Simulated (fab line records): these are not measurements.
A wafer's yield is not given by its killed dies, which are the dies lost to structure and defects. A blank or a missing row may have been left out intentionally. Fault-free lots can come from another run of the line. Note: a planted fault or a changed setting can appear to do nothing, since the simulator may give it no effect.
fab line records :: flow gf180mcu
[record]
  lots = 7
  wafers = 21
  lastDay = 34
route steps=602 shown V2@383
lots untouched by any fault: they come from a run of this same line in which no faults occurred
startH: the number of hours between the record's first day and the start of the first shown wafer of the lot :: waitH: hours elapsed since this lot's preceding step :: " as in the row above :: L1.1+2: a single row standing in for several wafers :: - no value present, or no start provided :: * or withheld: withheld :: < > ~ a bound
route shown NAME@n: names a module that has steps shown in the file, with the first one's number in the route :: usual: mean/standard deviation taken from wafers without a fault :: same: alike in all rows :: chamber/n: place in a boat :: sites: per-site readings :: _std_site: the standard deviation of these :: _edge_site: inner sites' mean taken away from outer sites' mean :: radiusMm: for every site, how far away it sits from the centre of the wafer :: mask NAME#n: copy n :: behind: the most recent tool/chamber to have shaped the wafer :: hold: the reason the lot was held/the length of the hold in hours/how it ended :: device: transistor that didn't switch, given as n, p or np :: end of line: the route-end tests of the same wafers :: a step given without rows: its recipe and nothing more :: killed: count of dies lost to structure and defects at first sort (not the wafer's yield) :: map: dies across one wafer; x = killed, . = not, _ = none there
set.NAME: setting as actually run; set.NAME@STEP: the setting as run at that earlier step :: model.NAME: the simulator's own value behind a step, which no gauge read
lots at some steps of the route; a table a step, a row a wafer
services: a tool's chamber out of use, with start hour (startH, from the record's first day; less than 0 if before it), hours out, and reason
[[steps]]
[step GF_V2_THK_MEAS_01]
[recipe]
  reads = SiO2_of_V2_CVD_00
[usual]
  V2_CVD_00_THK = 601/6.2
lot.wafer: L182.1
tool: filmMetro-01
chamber: -
startH: 440.52
waitH: 0.0
V2_CVD_00_THK[nm]: 600

lot.wafer: L182.2
tool: filmMetro-01
chamber: -
startH: 440.52
waitH: 0.0
V2_CVD_00_THK[nm]: 598

lot.wafer: L182.6
tool: filmMetro-01
chamber: -
startH: 440.52
waitH: 0.0
V2_CVD_00_THK[nm]: 597

lot.wafer: L185.1
tool: filmMetro-04
chamber: -
startH: 472.27
waitH: 0.0
V2_CVD_00_THK[nm]: 590

lot.wafer: L185.4
tool: filmMetro-04
chamber: -
startH: 472.27
waitH: 0.0
V2_CVD_00_THK[nm]: 610

lot.wafer: L185.6
tool: filmMetro-04
chamber: -
startH: 472.27
waitH: 0.0
V2_CVD_00_THK[nm]: 604

lot.wafer: L200.1
tool: filmMetro-03
chamber: -
startH: 592.30
waitH: 0.0
V2_CVD_00_THK[nm]: 599

lot.wafer: L200.2
tool: filmMetro-03
chamber: -
startH: 592.30
waitH: 0.0
V2_CVD_00_THK[nm]: 595

lot.wafer: L200.5
tool: filmMetro-03
chamber: -
startH: 592.30
waitH: 0.0
V2_CVD_00_THK[nm]: 604

lot.wafer: L201.1
tool: filmMetro-01
chamber: -
startH: 600.26
waitH: 0.0
V2_CVD_00_THK[nm]: 598

lot.wafer: L201.5
tool: filmMetro-01
chamber: -
startH: 600.26
waitH: 0.0
V2_CVD_00_THK[nm]: 598

lot.wafer: L201.6
tool: filmMetro-01
chamber: -
startH: 600.26
waitH: 0.0
V2_CVD_00_THK[nm]: 600

lot.wafer: L202.1
tool: filmMetro-03
chamber: -
startH: 605.40
waitH: 0.0
V2_CVD_00_THK[nm]: 596

lot.wafer: L202.3
tool: filmMetro-03
chamber: -
startH: 605.40
waitH: 0.0
V2_CVD_00_THK[nm]: 596

lot.wafer: L202.4
tool: filmMetro-03
chamber: -
startH: 605.40
waitH: 0.0
V2_CVD_00_THK[nm]: 599

lot.wafer: L204.3
tool: filmMetro-03
chamber: -
startH: 622.96
waitH: 0.1
V2_CVD_00_THK[nm]: 587

lot.wafer: L204.4
tool: filmMetro-03
chamber: -
startH: 622.96
waitH: 0.1
V2_CVD_00_THK[nm]: 589

lot.wafer: L204.5
tool: filmMetro-03
chamber: -
startH: 622.96
waitH: 0.1
V2_CVD_00_THK[nm]: 594

lot.wafer: L205.1
tool: filmMetro-03
chamber: -
startH: 624.09
waitH: 0.0
V2_CVD_00_THK[nm]: 606

lot.wafer: L205.2
tool: filmMetro-03
chamber: -
startH: 624.09
waitH: 0.0
V2_CVD_00_THK[nm]: 604

lot.wafer: L205.6
tool: filmMetro-03
chamber: -
startH: 624.09
waitH: 0.0
V2_CVD_00_THK[nm]: 594
[step GF_V2_CVD_02]
[recipe]
  material = SiO2
  targetThkNm = 850
  precursor = TEOS
  tempC = 400
  timeS = 94.851
  rfW = 600
[usual]
  heaterPowerW = 700/110
lot.wafer: L182.1
tool: pecvd-02
chamber: 2
startH: 440.58
waitH: 0.1
heaterPowerW: 635

lot.wafer: L182.2
tool: pecvd-02
chamber: 1
startH: 440.58
waitH: 0.1
heaterPowerW: 843

lot.wafer: L182.6
tool: pecvd-02
chamber: 1
startH: 440.58
waitH: 0.1
heaterPowerW: 918

lot.wafer: L185.1
tool: pecvd-02
chamber: 0
startH: 472.33
waitH: 0.1
heaterPowerW: 858

lot.wafer: L185.4
tool: pecvd-02
chamber: 1
startH: 472.33
waitH: 0.1
heaterPowerW: 774

lot.wafer: L185.6
tool: pecvd-02
chamber: 2
startH: 472.33
waitH: 0.1
heaterPowerW: 547

lot.wafer: L200.1
tool: pecvd-04
chamber: 1
startH: 592.36
waitH: 0.1
heaterPowerW: 745

lot.wafer: L200.2
tool: pecvd-04
chamber: 2
startH: 592.36
waitH: 0.1
heaterPowerW: 735

lot.wafer: L200.5
tool: pecvd-04
chamber: 0
startH: 592.36
waitH: 0.1
heaterPowerW: 710

lot.wafer: L201.1
tool: pecvd-04
chamber: 1
startH: 600.32
waitH: 0.1
heaterPowerW: 702

lot.wafer: L201.5
tool: pecvd-04
chamber: 1
startH: 600.32
waitH: 0.1
heaterPowerW: 757

lot.wafer: L201.6
tool: pecvd-04
chamber: 0
startH: 600.32
waitH: 0.1
heaterPowerW: 730

lot.wafer: L202.1
tool: pecvd-02
chamber: 1
startH: 605.46
waitH: 0.1
heaterPowerW: 910

lot.wafer: L202.3
tool: pecvd-02
chamber: 2
startH: 605.46
waitH: 0.1
heaterPowerW: 510

lot.wafer: L202.4
tool: pecvd-02
chamber: 1
startH: 605.46
waitH: 0.1
heaterPowerW: 744

lot.wafer: L204.3
tool: pecvd-04
chamber: 0
startH: 623.00
waitH: 0.0
heaterPowerW: 619

lot.wafer: L204.4
tool: pecvd-04
chamber: 2
startH: 623.00
waitH: 0.0
heaterPowerW: 651

lot.wafer: L204.5
tool: pecvd-04
chamber: 0
startH: 623.00
waitH: 0.0
heaterPowerW: 666

lot.wafer: L205.1
tool: pecvd-02
chamber: 0
startH: 624.15
waitH: 0.1
heaterPowerW: 886

lot.wafer: L205.2
tool: pecvd-02
chamber: 1
startH: 624.15
waitH: 0.1
heaterPowerW: 805

lot.wafer: L205.6
tool: pecvd-02
chamber: 2
startH: 624.15
waitH: 0.1
heaterPowerW: 579
[step GF_V2_THK_MEAS_03]
[recipe]
  reads = SiO2_of_V2_CVD_02
[usual]
  V2_CVD_02_THK = 853/11
lot.wafer: L182.1
tool: filmMetro-04
chamber: -
startH: 440.65
waitH: 0.0
V2_CVD_02_THK[nm]: 846

lot.wafer: L182.2
tool: filmMetro-04
chamber: -
startH: 440.65
waitH: 0.0
V2_CVD_02_THK[nm]: 843

lot.wafer: L182.6
tool: filmMetro-04
chamber: -
startH: 440.65
waitH: 0.0
V2_CVD_02_THK[nm]: 864

lot.wafer: L185.1
tool: filmMetro-04
chamber: -
startH: 472.40
waitH: 0.0
V2_CVD_02_THK[nm]: 840

lot.wafer: L185.4
tool: filmMetro-04
chamber: -
startH: 472.40
waitH: 0.0
V2_CVD_02_THK[nm]: 861

lot.wafer: L185.6
tool: filmMetro-04
chamber: -
startH: 472.40
waitH: 0.0
V2_CVD_02_THK[nm]: 865

lot.wafer: L200.1
tool: filmMetro-03
chamber: -
startH: 592.43
waitH: 0.0
V2_CVD_02_THK[nm]: 845

lot.wafer: L200.2
tool: filmMetro-03
chamber: -
startH: 592.43
waitH: 0.0
V2_CVD_02_THK[nm]: 851

lot.wafer: L200.5
tool: filmMetro-03
chamber: -
startH: 592.43
waitH: 0.0
V2_CVD_02_THK[nm]: 858

lot.wafer: L201.1
tool: filmMetro-04
chamber: -
startH: 600.39
waitH: 0.0
V2_CVD_02_THK[nm]: 849

lot.wafer: L201.5
tool: filmMetro-04
chamber: -
startH: 600.39
waitH: 0.0
V2_CVD_02_THK[nm]: 860

lot.wafer: L201.6
tool: filmMetro-04
chamber: -
startH: 600.39
waitH: 0.0
V2_CVD_02_THK[nm]: 864

lot.wafer: L202.1
tool: filmMetro-04
chamber: -
startH: 605.56
waitH: 0.1
V2_CVD_02_THK[nm]: 836

lot.wafer: L202.3
tool: filmMetro-04
chamber: -
startH: 605.56
waitH: 0.1
V2_CVD_02_THK[nm]: 839

lot.wafer: L202.4
tool: filmMetro-04
chamber: -
startH: 605.56
waitH: 0.1
V2_CVD_02_THK[nm]: 847

lot.wafer: L204.3
tool: filmMetro-04
chamber: -
startH: 623.09
waitH: 0.1
V2_CVD_02_THK[nm]: 838

lot.wafer: L204.4
tool: filmMetro-04
chamber: -
startH: 623.09
waitH: 0.1
V2_CVD_02_THK[nm]: 859

lot.wafer: L204.5
tool: filmMetro-04
chamber: -
startH: 623.09
waitH: 0.1
V2_CVD_02_THK[nm]: 856

lot.wafer: L205.1
tool: filmMetro-01
chamber: -
startH: 624.22
waitH: 0.0
V2_CVD_02_THK[nm]: 823

lot.wafer: L205.2
tool: filmMetro-01
chamber: -
startH: 624.22
waitH: 0.0
V2_CVD_02_THK[nm]: 833

lot.wafer: L205.6
tool: filmMetro-01
chamber: -
startH: 624.22
waitH: 0.0
V2_CVD_02_THK[nm]: 849
[step GF_V2_CMP_04]
[recipe]
  material = SiO2
  downForcePsi = 4
  platenRpm = 60
  padVelocityMS = 0.94248
[usual]
  headPressurePsi = 4.001/0.0087
  motorCurrentA = 11.7/1.3
  timeToEndpointS = 82/5.5
lot.wafer: L182.2
tool: cmp-01
chamber: 1
startH: 440.78
waitH: 0.1
headPressurePsi: 3.992
motorCurrentA: 12.8
timeToEndpointS: 78

lot.wafer: L182.1
tool: cmp-01
chamber: 2
startH: 440.78
waitH: 0.1
headPressurePsi: 3.994
motorCurrentA: 11.8
timeToEndpointS: 85

lot.wafer: L182.6
tool: cmp-01
chamber: 1
startH: 440.78
waitH: 0.1
headPressurePsi: 3.996
motorCurrentA: 12.6
timeToEndpointS: 83

lot.wafer: L185.1
tool: cmp-02
chamber: 2
startH: 472.46
waitH: 0.1
headPressurePsi: 4.000
motorCurrentA: 12.5
timeToEndpointS: 76

lot.wafer: L185.4
tool: cmp-02
chamber: 0
startH: 472.46
waitH: 0.1
headPressurePsi: 4.006
motorCurrentA: 12.4
timeToEndpointS: 84

lot.wafer: L185.6
tool: cmp-02
chamber: 3
startH: 472.46
waitH: 0.1
headPressurePsi: 4.004
motorCurrentA: 10.5
timeToEndpointS: 86

lot.wafer: L200.2
tool: cmp-01
chamber: 0
startH: 592.54
waitH: 0.1
headPressurePsi: 4.008
motorCurrentA: 10.3
timeToEndpointS: 78

lot.wafer: L200.1
tool: cmp-01
chamber: 2
startH: 592.54
waitH: 0.1
headPressurePsi: 4.005
motorCurrentA: 12.5
timeToEndpointS: 83

lot.wafer: L200.5
tool: cmp-01
chamber: 0
startH: 592.54
waitH: 0.1
headPressurePsi: 3.987
motorCurrentA: 9.9
timeToEndpointS: 81

lot.wafer: L201.1
tool: cmp-02
chamber: 2
startH: 600.50
waitH: 0.1
headPressurePsi: 3.994
motorCurrentA: 12.0
timeToEndpointS: 73

lot.wafer: L201.6
tool: cmp-02
chamber: 1
startH: 600.50
waitH: 0.1
headPressurePsi: 3.999
motorCurrentA: 13.2
timeToEndpointS: 87

lot.wafer: L201.5
tool: cmp-02
chamber: 2
startH: 600.50
waitH: 0.1
headPressurePsi: 3.984
motorCurrentA: 11.2
timeToEndpointS: 76

lot.wafer: L202.3
tool: cmp-01
chamber: 1
startH: 605.62
waitH: 0.0
headPressurePsi: 4.001
motorCurrentA: 12.9
timeToEndpointS: 74

lot.wafer: L202.4
tool: cmp-01
chamber: 2
startH: 605.62
waitH: 0.0
headPressurePsi: 3.998
motorCurrentA: 12.7
timeToEndpointS: 88

lot.wafer: L202.1
tool: cmp-01
chamber: 0
startH: 605.62
waitH: 0.0
headPressurePsi: 4.006
motorCurrentA: 9.9
timeToEndpointS: 72

lot.wafer: L204.4
tool: cmp-01
chamber: 1
startH: 623.13
waitH: 0.0
headPressurePsi: 3.986
motorCurrentA: 13.0
timeToEndpointS: 83

lot.wafer: L204.3
tool: cmp-01
chamber: 0
startH: 623.13
waitH: 0.0
headPressurePsi: 3.995
motorCurrentA: 10.3
timeToEndpointS: 72

lot.wafer: L204.5
tool: cmp-01
chamber: 1
startH: 623.13
waitH: 0.0
headPressurePsi: 4.002
motorCurrentA: 13.0
timeToEndpointS: 78

lot.wafer: L205.2
tool: cmp-02
chamber: 0
startH: 624.28
waitH: 0.0
headPressurePsi: 3.997
motorCurrentA: 12.0
timeToEndpointS: 75

lot.wafer: L205.1
tool: cmp-02
chamber: 2
startH: 624.28
waitH: 0.0
headPressurePsi: 4.009
motorCurrentA: 12.0
timeToEndpointS: 69

lot.wafer: L205.6
tool: cmp-02
chamber: 1
startH: 624.28
waitH: 0.0
headPressurePsi: 4.009
motorCurrentA: 14.2
timeToEndpointS: 79
[step GF_V2_BOW_MEAS_05]
[recipe]
  mode = bow
[usual]
  V2_BOW = 97/8.3
lot.wafer: L182.1
tool: filmMetro-01
chamber: -
startH: 441.09
waitH: 0.2
V2_BOW[um]: 99

lot.wafer: L182.2
tool: filmMetro-01
chamber: -
startH: 441.09
waitH: 0.2
V2_BOW[um]: 99

lot.wafer: L182.6
tool: filmMetro-01
chamber: -
startH: 441.09
waitH: 0.2
V2_BOW[um]: 99

lot.wafer: L185.1
tool: filmMetro-03
chamber: -
startH: 472.76
waitH: 0.2
V2_BOW[um]: 100

lot.wafer: L185.4
tool: filmMetro-03
chamber: -
startH: 472.76
waitH: 0.2
V2_BOW[um]: 99

lot.wafer: L185.6
tool: filmMetro-03
chamber: -
startH: 472.76
waitH: 0.2
V2_BOW[um]: 99

lot.wafer: L200.1
tool: filmMetro-04
chamber: -
startH: 592.79
waitH: 0.1
V2_BOW[um]: 101

lot.wafer: L200.2
tool: filmMetro-04
chamber: -
startH: 592.79
waitH: 0.1
V2_BOW[um]: 84

lot.wafer: L200.5
tool: filmMetro-04
chamber: -
startH: 592.79
waitH: 0.1
V2_BOW[um]: 97

lot.wafer: L201.1
tool: filmMetro-03
chamber: -
startH: 600.75
waitH: 0.2
V2_BOW[um]: 101

lot.wafer: L201.5
tool: filmMetro-03
chamber: -
startH: 600.75
waitH: 0.2
V2_BOW[um]: 90

lot.wafer: L201.6
tool: filmMetro-03
chamber: -
startH: 600.75
waitH: 0.2
V2_BOW[um]: 103

lot.wafer: L202.1
tool: filmMetro-04
chamber: -
startH: 605.92
waitH: 0.1
V2_BOW[um]: 104

lot.wafer: L202.3
tool: filmMetro-04
chamber: -
startH: 605.92
waitH: 0.1
V2_BOW[um]: 107

lot.wafer: L202.4
tool: filmMetro-04
chamber: -
startH: 605.92
waitH: 0.1
V2_BOW[um]: 106

lot.wafer: L204.3
tool: filmMetro-04
chamber: -
startH: 623.47
waitH: 0.1
V2_BOW[um]: 89

lot.wafer: L204.4
tool: filmMetro-04
chamber: -
startH: 623.47
waitH: 0.1
V2_BOW[um]: 92

lot.wafer: L204.5
tool: filmMetro-04
chamber: -
startH: 623.47
waitH: 0.1
V2_BOW[um]: 98

lot.wafer: L205.1
tool: filmMetro-04
chamber: -
startH: 624.58
waitH: 0.1
V2_BOW[um]: 102

lot.wafer: L205.2
tool: filmMetro-04
chamber: -
startH: 624.58
waitH: 0.1
V2_BOW[um]: 91

lot.wafer: L205.6
tool: filmMetro-04
chamber: -
startH: 624.58
waitH: 0.1
V2_BOW[um]: 79
[step GF_V2_DEHYDRATE_06]
[recipe]
  tempC = 200
  timeS = 60
[step GF_V2_HMDS_07]
[recipe]
  primeTimeS = 60
  primeTempC = 120
[step GF_V2_COAT_08]
[recipe]
  resist = BARC
  tempC = withheld
  timeS = withheld
  spinRpm = withheld
  resistThkNm = withheld
[step GF_V2_COAT_09]
[recipe]
  resist = KrF
  spinRpm = withheld
  resistThkNm = 1000
[step GF_V2_SOFTBAKE_10]
[recipe]
  tempC = 130
  timeS = 60
  resist = KrF
[step GF_V2_EXPOSE_11]
[recipe]
  maskId = Via2
  targetCdNm = 260
  na = 0.68
  sourceShape = conventional
  sigmaOuter = 0.6
  doseMj = 38
[step GF_V2_PEB_12]
[recipe]
  pebTempC = 135
  pebTimeS = 90
  resist = KrF
[step GF_V2_DEVELOP_13]
[recipe]
  developTimeS = 60
  resist = KrF
  devTempC = 21
[usual]
  chillPlateTempC = 23.02/0.092
  developTimeS = 60/0
  developerTempC = 21.00/0.095
lot.wafer: L182.1
tool: lithoTrack-03
chamber: 0
startH: 465.32
waitH: 0.2
chillPlateTempC: 23.03
developTimeS: 60
developerTempC: 21.01
model.KrF_of_V2_COAT_09.thkNm: 986

lot.wafer: L182.2
tool: lithoTrack-03
chamber: 0
startH: 465.32
waitH: 0.2
chillPlateTempC: 23.12
developTimeS: 60
developerTempC: 21.06
model.KrF_of_V2_COAT_09.thkNm: 985.6

lot.wafer: L182.6
tool: lithoTrack-03
chamber: 0
startH: 465.32
waitH: 0.2
chillPlateTempC: 23.11
developTimeS: 60
developerTempC: 20.99
model.KrF_of_V2_COAT_09.thkNm: 984.8

lot.wafer: L185.1
tool: lithoTrack-04
chamber: 0
startH: 496.29
waitH: 0.2
chillPlateTempC: 22.93
developTimeS: 60
developerTempC: 21.06
model.KrF_of_V2_COAT_09.thkNm: 986.5

lot.wafer: L185.4
tool: lithoTrack-04
chamber: 0
startH: 496.29
waitH: 0.2
chillPlateTempC: 23.08
developTimeS: 60
developerTempC: 21.04
model.KrF_of_V2_COAT_09.thkNm: 984.8

lot.wafer: L185.6
tool: lithoTrack-04
chamber: 0
startH: 496.29
waitH: 0.2
chillPlateTempC: 23.06
developTimeS: 60
developerTempC: 21.06
model.KrF_of_V2_COAT_09.thkNm: 984.5

lot.wafer: L200.1
tool: lithoTrack-02
chamber: -
startH: 613.84
waitH: 0.2
chillPlateTempC: -
developTimeS: -
developerTempC: -
model.KrF_of_V2_COAT_09.thkNm: 990.9

lot.wafer: L200.2
tool: lithoTrack-02
chamber: -
startH: 613.84
waitH: 0.2
chillPlateTempC: -
developTimeS: -
developerTempC: -
model.KrF_of_V2_COAT_09.thkNm: 997.1

lot.wafer: L200.5
tool: lithoTrack-02
chamber: -
startH: 613.84
waitH: 0.2
chillPlateTempC: -
developTimeS: -
developerTempC: -
model.KrF_of_V2_COAT_09.thkNm: 990.2

lot.wafer: L201.1
tool: lithoTrack-04
chamber: -
startH: 620.94
waitH: 0.2
chillPlateTempC: -
developTimeS: -
developerTempC: -
model.KrF_of_V2_COAT_09.thkNm: 996.4

lot.wafer: L201.5
tool: lithoTrack-04
chamber: -
startH: 620.94
waitH: 0.2
chillPlateTempC: -
developTimeS: -
developerTempC: -
model.KrF_of_V2_COAT_09.thkNm: 991

lot.wafer: L201.6
tool: lithoTrack-04
chamber: -
startH: 620.94
waitH: 0.2
chillPlateTempC: -
developTimeS: -
developerTempC: -
model.KrF_of_V2_COAT_09.thkNm: 995.7

lot.wafer: L202.1
tool: lithoTrack-03
chamber: -
startH: 626.17
waitH: 0.2
chillPlateTempC: -
developTimeS: -
developerTempC: -
model.KrF_of_V2_COAT_09.thkNm: 1003

lot.wafer: L202.3
tool: lithoTrack-03
chamber: -
startH: 626.17
waitH: 0.2
chillPlateTempC: -
developTimeS: -
developerTempC: -
model.KrF_of_V2_COAT_09.thkNm: 1003

lot.wafer: L202.4
tool: lithoTrack-03
chamber: -
startH: 626.17
waitH: 0.2
chillPlateTempC: -
developTimeS: -
developerTempC: -
model.KrF_of_V2_COAT_09.thkNm: 1002

lot.wafer: L204.3
tool: lithoTrack-02
chamber: 0
startH: 643.99
waitH: 0.1
chillPlateTempC: 23.08
developTimeS: 60
developerTempC: 21.16
model.KrF_of_V2_COAT_09.thkNm: 983.6

lot.wafer: L204.4
tool: lithoTrack-02
chamber: 0
startH: 643.99
waitH: 0.1
chillPlateTempC: 23.04
developTimeS: 60
developerTempC: 21.25
model.KrF_of_V2_COAT_09.thkNm: 982.7

lot.wafer: L204.5
tool: lithoTrack-02
chamber: 0
startH: 643.99
waitH: 0.1
chillPlateTempC: 22.93
developTimeS: 60
developerTempC: 21.25
model.KrF_of_V2_COAT_09.thkNm: 981.7

lot.wafer: L205.1
tool: lithoTrack-02
chamber: 0
startH: 645.19
waitH: 0.2
chillPlateTempC: 23.09
developTimeS: 60
developerTempC: 21.12
model.KrF_of_V2_COAT_09.thkNm: 990

lot.wafer: L205.2
tool: lithoTrack-02
chamber: 0
startH: 645.19
waitH: 0.2
chillPlateTempC: 22.90
developTimeS: 60
developerTempC: 21.16
model.KrF_of_V2_COAT_09.thkNm: 987.8

lot.wafer: L205.6
tool: lithoTrack-02
chamber: 0
startH: 645.19
waitH: 0.2
chillPlateTempC: 23.16
developTimeS: 60
developerTempC: 21.01
model.KrF_of_V2_COAT_09.thkNm: 987.7
[step GF_V2_CD_MEAS_14]
[recipe]
  targetCdNm = 260
[usual]
  cdNm = 259.8/1.3
lot.wafer: L182.1
tool: cdSem-01
chamber: -
startH: 465.47
waitH: 0.1
cdNm: 258.4

lot.wafer: L182.2
tool: cdSem-01
chamber: -
startH: 465.47
waitH: 0.1
cdNm: 258.2

lot.wafer: L182.6
tool: cdSem-01
chamber: -
startH: 465.47
waitH: 0.1
cdNm: 258.5

lot.wafer: L185.1
tool: cdSem-01
chamber: -
startH: 496.44
waitH: 0.1
cdNm: 260.7

lot.wafer: L185.4
tool: cdSem-01
chamber: -
startH: 496.44
waitH: 0.1
cdNm: 260.5

lot.wafer: L185.6
tool: cdSem-01
chamber: -
startH: 496.44
waitH: 0.1
cdNm: 260.8

lot.wafer: L200.1
tool: cdSem-02
chamber: -
startH: 613.99
waitH: 0.1
cdNm: -

lot.wafer: L200.2
tool: cdSem-02
chamber: -
startH: 613.99
waitH: 0.1
cdNm: -

lot.wafer: L200.5
tool: cdSem-02
chamber: -
startH: 613.99
waitH: 0.1
cdNm: -

lot.wafer: L201.1
tool: cdSem-02
chamber: -
startH: 621.09
waitH: 0.1
cdNm: -

lot.wafer: L201.5
tool: cdSem-02
chamber: -
startH: 621.09
waitH: 0.1
cdNm: -

lot.wafer: L201.6
tool: cdSem-02
chamber: -
startH: 621.09
waitH: 0.1
cdNm: -

lot.wafer: L202.1
tool: cdSem-01
chamber: -
startH: 626.32
waitH: 0.1
cdNm: -

lot.wafer: L202.3
tool: cdSem-01
chamber: -
startH: 626.32
waitH: 0.1
cdNm: -

lot.wafer: L202.4
tool: cdSem-01
chamber: -
startH: 626.32
waitH: 0.1
cdNm: -

lot.wafer: L204.3
tool: cdSem-02
chamber: -
startH: 644.13
waitH: 0.1
cdNm: 259.0

lot.wafer: L204.4
tool: cdSem-02
chamber: -
startH: 644.13
waitH: 0.1
cdNm: 258.8

lot.wafer: L204.5
tool: cdSem-02
chamber: -
startH: 644.13
waitH: 0.1
cdNm: 260.0

lot.wafer: L205.1
tool: cdSem-02
chamber: -
startH: 645.34
waitH: 0.1
cdNm: 259.2

lot.wafer: L205.2
tool: cdSem-02
chamber: -
startH: 645.34
waitH: 0.1
cdNm: 259.1

lot.wafer: L205.6
tool: cdSem-02
chamber: -
startH: 645.34
waitH: 0.1
cdNm: 259.6
[[services]]
tool: pecvd-02
chamber: 1
startH: 428.01
hours: 4.6
kind: repair

tool: cmp-02
chamber: -
startH: 444.00
hours: 5.2
kind: pm

tool: cmp-02
chamber: -
startH: 465.89
hours: 1.4
kind: repair

tool: cmp-01
chamber: -
startH: 467.45
hours: 8.5
kind: pm

tool: pecvd-02
chamber: -
startH: 482.03
hours: 0.5
kind: repair

tool: cmp-02
chamber: -
startH: 504.09
hours: 0.2
kind: repair

tool: cmp-01
chamber: -
startH: 508.88
hours: 1.8
kind: repair

tool: cmp-02
chamber: -
startH: 521.19
hours: 1.4
kind: repair

tool: cmp-02
chamber: -
startH: 536.71
hours: 4.7
kind: repair

tool: pecvd-02
chamber: -
startH: 558.79
hours: 0.7
kind: repair

tool: cmp-01
chamber: -
startH: 563.35
hours: 2.3
kind: repair

tool: cmp-01
chamber: -
startH: 573.11
hours: 4.0
kind: pm

tool: cmp-01
chamber: -
startH: 577.11
hours: -
kind: consumableReplace:conditioner

tool: cmp-01
chamber: -
startH: 577.11
hours: -
kind: consumableReplace:pad

tool: cmp-02
chamber: -
startH: 589.34
hours: 0.9
kind: repair

tool: pecvd-02
chamber: -
startH: 591.12
hours: 14.0
kind: pm

tool: pecvd-02
chamber: 0
startH: 591.12
hours: 19.1
kind: ventCycle

tool: pecvd-02
chamber: 1
startH: 591.12
hours: 14.0
kind: ventCycle

tool: pecvd-02
chamber: 2
startH: 591.12
hours: 14.0
kind: ventCycle

tool: pecvd-02
chamber: 0
startH: 602.97
hours: 7.3
kind: repair

tool: pecvd-04
chamber: -
startH: 603.39
hours: 6.0
kind: pm

tool: pecvd-02
chamber: 0
startH: 605.12
hours: -
kind: clean

tool: cmp-01
chamber: -
startH: 616.10
hours: 4.1
kind: pm

tool: pecvd-04
chamber: -
startH: 633.22
hours: 1.0
kind: repair
[[key]]
[firstSign]
  step = GF_V2_DEVELOP_13
  reading = toolRecord
  direction = missing
effect none on later readings
[modelEffect]
  step = GF_V2_DEVELOP_13
  value = KrF_of_V2_COAT_09.thkNm
  without = 981.5
  struck = 996.5
metAt GF_V2_DEVELOP_13
struckWafers L200.1,L200.2,L200.5,L201.1,L201.5,L201.6,L202.1,L202.3,L202.4
laterRowsLeftOut L200.1,L200.2,L200.5,L201.1,L201.5,L201.6,L202.1,L202.3,L202.4
sortLeftOut L200.1,L200.2,L200.5,L201.1,L201.5,L201.6,L202.1,L202.3,L202.4
onsetBetween 496.29 613.84
[fault]
  kind = skippedStepWhole
  tool = lithoTrack-02,lithoTrack-03,lithoTrack-04
  chamber = -
  onsetH = 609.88
  steps = GF_V2_DEVELOP_13
  scope = struckLotsOnly
// sortLeftOut: the simulated sort isn't trusted on such a fault, so these wafers' sort isn't shown, and their yield isn't known
// laterRowsLeftOut: the simulator's readings of these wafers behind a module that went badly wrong aren't trusted and aren't shown, but for the sort
